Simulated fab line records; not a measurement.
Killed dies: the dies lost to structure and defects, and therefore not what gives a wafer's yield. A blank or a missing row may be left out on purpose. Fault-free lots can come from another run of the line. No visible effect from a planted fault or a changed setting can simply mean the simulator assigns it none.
Struck lot and sound lot, side by side / flow sky130 / 16 steps out of a route of 708
Sound: the wafers L196.2, L196.4, L196.6. Struck: wafer L206.5. (L206.1, L206.2 of the same lot were not struck and are left out.) The cause comes at the end.
At each step with rows: each side's tool, then ch and its chambers, then its first start. Under that, the readings that differ: sound wafers / struck wafers / difference of the means / sigmas: that difference in standard deviations of wafers without a fault.
alike: readings whose means differ by less than 2 such deviations, and words and numbers that are the same on both sides. not compared: withheld readings, readings that some wafer has no value for, bounds like >300 that may hide the same value, and numbers for which the record gives no deviation and whose values overlap.
Wherever a step has rows on one side only, a row that says differs or no value, or a row with sigmas, the two part there. Non-overlapping numbers with no deviation appear without sigmas and do not part them. A reading that every wafer of one side lacks parts them only if that side has two wafers or more.

first, 3 steps without rows for these wafers: SKY_METAL1_EXPOSE_12 (exposes mask MM1, target cd 140 nm); SKY_METAL1_PEB_13; SKY_METAL1_DEVELOP_14 (develop time 60 s).
SKY_METAL1_CD_MEAS_15 targets a cd of 140 nm.
  struck on cd-sem-02, day 37 05:15; sound on cd-sem-02, day 34 10:01
  alike: cd-nm
SKY_METAL1_OVL_MEAS_16:
  struck on overlay-01, day 37 05:22; sound on overlay-02, day 34 10:07
  alike: METAL1_OVL
SKY_METAL1_DESCUM_17: chemistry O2, time 8 s.
  sound on rie-metal-04 ch 0,1, day 34 10:09; struck on rie-metal-01 ch 1, day 37 05:25
  alike: drypump-motor-current-A, oes-product-au
  not compared: rf-hours-counter-h
SKY_METAL1_ETCH_18: etches BARC in N2/H2, stops on SiO2, time 45.9 s, target depth 60 nm.
  sound on rie-metal-04 ch 0,1, day 34 10:11; struck on rie-metal-01 ch 1, day 37 05:28
  alike: bias-w, drypump-motor-current-A, oes-product-au, throttle-valve-pct
  not compared: rf-hours-counter-h
SKY_METAL1_METAL_ETCH_19: etches the open film in Cl2/BCl3, stops on SiO2, target depth 360 nm, time 78 s.
  sound on rie-metal-04 ch 0,1, day 34 10:14; struck on rie-metal-01 ch 1, day 37 05:36
  alike: bias-w, drypump-motor-current-A, oes-product-au, throttle-valve-pct
  not compared: rf-hours-counter-h
SKY_METAL1_STRIP_20: strips in O2/N2.
  sound on plasma-asher-04 ch 0, day 34 10:20; struck on plasma-asher-02 ch 1, day 37 05:47
  alike: drypump-motor-current-A, oes-product-au, strip-time-to-endpoint-s
  not compared: rf-hours-counter-h
then, 3 steps without rows for these wafers: SKY_METAL1_STRIP_21 (strips in post etch residue remover, time 1200 s); SKY_METAL1_CLEAN_22 (cleans in IPA, time 180 s); SKY_METAL1_CLEAN_23 (cleans in O3/DIW).
SKY_VIA1_HDPCVD_00: deposits SiO2, target thk 1030 nm, time 171.7 s.
  sound on hdpcvd-01 ch 0,2, day 34 10:56; struck on hdpcvd-01 ch 0, day 37 06:22
reading=run-length-s (s); sound=199.4 199.8 200.4; struck=215.9; difference=+16.0; sigmas=+37
reading=model.SiO2_of_VIA1_HDPCVD_00.thk-nm (nm); sound=1027 1021 1026; struck=1112; difference=+87; sigmas=
SKY_VIA1_THK_MEAS_01:
  struck on film-metro-04, day 37 06:29; sound on film-metro-02, day 34 11:03
reading=VIA1_HDPCVD_THK (nm); sound=1027 1021 1026; struck=1111; difference=+86; sigmas=+9
SKY_VIA1_CMP_02: polishes SiO2.
  sound on cmp-01 ch 1,2, day 34 11:09; struck on cmp-02 ch 2, day 37 06:32
  alike: motor-current-A
SKY_PAD_OPEN_PROBE_99:
  the record has rows for the sound wafers here (prober-02, day 47 00:34) and none for the struck ones

== WHERE THEY PART ==
Earliest at SKY_VIA1_HDPCVD_00; latest, in this record, at SKY_PAD_OPEN_PROBE_99.

WHY: what had been put in by the simulator
hdpcvd-01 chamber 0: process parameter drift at SKY_VIA1_HDPCVD_00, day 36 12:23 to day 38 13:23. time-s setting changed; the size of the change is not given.
